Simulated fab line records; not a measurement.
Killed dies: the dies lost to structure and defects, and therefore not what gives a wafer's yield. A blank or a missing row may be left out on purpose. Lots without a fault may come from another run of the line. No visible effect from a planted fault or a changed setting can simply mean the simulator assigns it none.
Chamber matching ; flow gf180mcu ; GF_POLY_GATE_ETCH_13 on rie_si-02 has 4 sister chambers
The step etches poly-Si in HBr/Cl2, stops on SiO2, target depth 198.5 nm, time 69.6 s. 22 wafers are shown with their chamber, then 11 later ones without.

== WAFERS PAIRED WITH THEIR CHAMBERS ==
wafer;chamber;oes_product_au (a.u.);throttle_valve_pct (%);HBr_flow_sccm (sccm)
L076.3;0;0.986;33.691;149.6
L076.5;1;0.993;33.674;149.9
L076.6;0;0.986;33.676;150.2
L078.3;1;1.001;33.698;150.8
L078.4;0;0.980;33.678;150.2
L078.6;2;0.986;33.667;150.2
L082.3;2;0.978;33.689;149.1
L082.4;3;0.994;33.686;150.3
L082.6;1;0.994;33.680;150.1
L083.1;0;0.978;33.698;149.7
L083.4;2;0.975;33.680;150.3
L083.5;0;0.975;33.689;150.3
L087.1;2;0.977;33.683;149.5
L087.2;1;0.989;33.680;150.1
L087.4;0;0.986;33.676;149.2
L088.2;3;0.996;33.690;150.0
L088.3;0;0.991;33.674;149.5
L088.5;3;0.995;33.689;150.1
L090.1;2;0.971;33.681;150.7
L090.4;3;0.993;33.690;149.7
L090.5;3;0.997;33.686;149.6
L091.1;2;0.980;33.680;149.8

SIGNATURES (means of the wafers above)
reading;chamber 0;chamber 1;chamber 2;chamber 3;scatter within a chamber
oes_product_au;0.98314;0.99425;0.97783;0.99500;0.00472
throttle_valve_pct;33.68314;33.68300;33.68000;33.68820;0.00792
HBr_flow_sccm;149.814;150.225;149.933;149.940;0.445
Rule: a wafer lies at a distance from a chamber equal to the root of the sum of squares, over the readings, of (its reading less the chamber's mean, divided by the reading's scatter). The wafer belongs to the nearest chamber; if the next one is less than 2 further off, it can't be placed. The scatter: the root of (the sum of the squares of (reading less its chamber's mean) over the shown wafers, divided by (wafers less chambers)).

== WAFERS WITH NO CHAMBER GIVEN ==
wafer;oes_product_au (a.u.);throttle_valve_pct (%);HBr_flow_sccm (sccm)
L091.2;0.991;33.691;150.0
L091.5;0.994;33.684;150.2
L093.2;1.003;33.683;151.5
L093.3;0.980;33.677;150.3
L093.6;0.996;33.682;151.0
L097.1;0.985;33.684;150.0
L097.5;0.983;33.672;149.5
L097.6;0.989;33.693;149.8
L096.1;1.004;33.680;149.8
L096.2;0.997;33.684;149.8
L096.6;0.985;33.682;149.9

== WHICH CHAMBER EACH ONE RAN IN ==
wafer;from the rows above;in truth
L091.2;can't be placed: 3 or 1 or 0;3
L091.5;can't be placed: 1 or 3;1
L093.2;can't be placed: 1 or 3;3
L093.3;can't be placed: 2 or 0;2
L093.6;can't be placed: 1 or 3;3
L097.1;can't be placed: 0 or 2 or 1 or 3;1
L097.5;can't be placed: 0 or 2 or 1 or 3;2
L097.6;can't be placed: 3 or 0 or 1 or 2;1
L096.1;can't be placed: 3 or 1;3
L096.2;can't be placed: 3 or 1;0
L096.6;can't be placed: 0 or 2 or 1 or 3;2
Correctly placed: 0 of 11. From these rows, 11 cannot be placed; in 10 the true chamber is one of the candidates. 0 placed wrongly.
